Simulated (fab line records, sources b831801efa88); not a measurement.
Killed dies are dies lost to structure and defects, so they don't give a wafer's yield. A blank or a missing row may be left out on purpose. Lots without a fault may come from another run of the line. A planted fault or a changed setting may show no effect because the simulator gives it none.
Which tool did it? | flow sky130 | 11 lots, 33 wafers sampled, at 3 steps of a route of 708

WHAT THE GAUGES READ, wafer by wafer
SKY_CAPM_THK_MEAS_01.
lot  | measured     | on            | CAPM_CVD_00_THK (nm)
L213 | day 36 13:56 | film_metro-03 | 15.3 15.5 15.7
L219 | day 38 16:09 | film_metro-03 | 15.7 16.9 16.1
L226 | day 40 14:01 | film_metro-01 | 15.3 15.4 15.4
L229 | day 41 17:57 | film_metro-04 | 15.6 15.9 15.5
L230 | day 41 18:09 | film_metro-03 | 15.1 15.1 15.5
L231 | day 41 20:58 | film_metro-04 | 15.6 15.8 15.6
L232 | day 42 06:49 | film_metro-01 | 15.8 15.7 15.7
L233 | day 42 10:56 | film_metro-04 | 15.6 16.0 15.7
L234 | day 42 23:01 | film_metro-01 | 15.2 15.3 15.4
L235 | day 43 11:16 | film_metro-01 | 15.4 15.5 15.1
L236 | day 43 17:30 | film_metro-04 | 14.9 15.3 14.8

WHICH TOOL RAN EACH LOT (tool, then ch and the chambers of the sampled wafers, then the start)
lot  | SKY_VIA2_CVD_21               | SKY_CAPM_CVD_00
L213 | cvd_w-01 ch 0,1, day 36 13:09 | pecvd-03 ch 0,1,2, day 36 13:55
L219 | cvd_w-01 ch 0,1, day 38 15:22 | pecvd-01 ch 1,2, day 38 16:07
L226 | cvd_w-01 ch 0,1, day 40 13:15 | pecvd-02 ch 0,1,2, day 40 13:59
L229 | cvd_w-01 ch 0,1, day 41 17:11 | pecvd-01 ch 0,1,2, day 41 17:55
L230 | cvd_w-02 ch 0,1, day 41 17:22 | pecvd-03 ch 0,1,2, day 41 18:08
L231 | cvd_w-01 ch 0,1, day 41 20:13 | pecvd-01 ch 0,1, day 41 20:56
L232 | cvd_w-01 ch 0,1, day 42 06:03 | pecvd-01 ch 0,1, day 42 06:46
L233 | cvd_w-02 ch 0,1, day 42 10:09 | pecvd-01 ch 0,1,2, day 42 10:55
L234 | cvd_w-01 ch 0, day 42 22:06   | pecvd-02 ch 1,2, day 42 23:00
L235 | cvd_w-01 ch 0,1, day 43 10:28 | pecvd-02 ch 1,2, day 43 11:13
L236 | cvd_w-01 ch 0,1, day 43 16:43 | pecvd-02 ch 1,2, day 43 17:27
- SKY_VIA2_CVD_21: deposits W, target thk 420 nm, time 126.4 s.
- SKY_CAPM_CVD_00: deposits SiO2, target thk 15.5 nm.

THE ANSWER, worked out from the rows above alone
Rule: what is usual is taken from the lots themselves. Put in order of their means at a reading, lots are off if they are a third of the lots or fewer, leave a main group of 4 or more, and stand apart from it by a gap of 3 or more times the standard deviation of the main group's means; of several such gaps the widest counts. A main group whose means are all the same, to the digits that the tables above print for the reading, isn't used. A lot without any number at a reading at which 4 lots or more have one is off too. The other lots that the step has rows for count as sound.
No lot is off at any reading shown: from this, nothing can be told.

WHAT THE SIMULATOR HAD PUT IN
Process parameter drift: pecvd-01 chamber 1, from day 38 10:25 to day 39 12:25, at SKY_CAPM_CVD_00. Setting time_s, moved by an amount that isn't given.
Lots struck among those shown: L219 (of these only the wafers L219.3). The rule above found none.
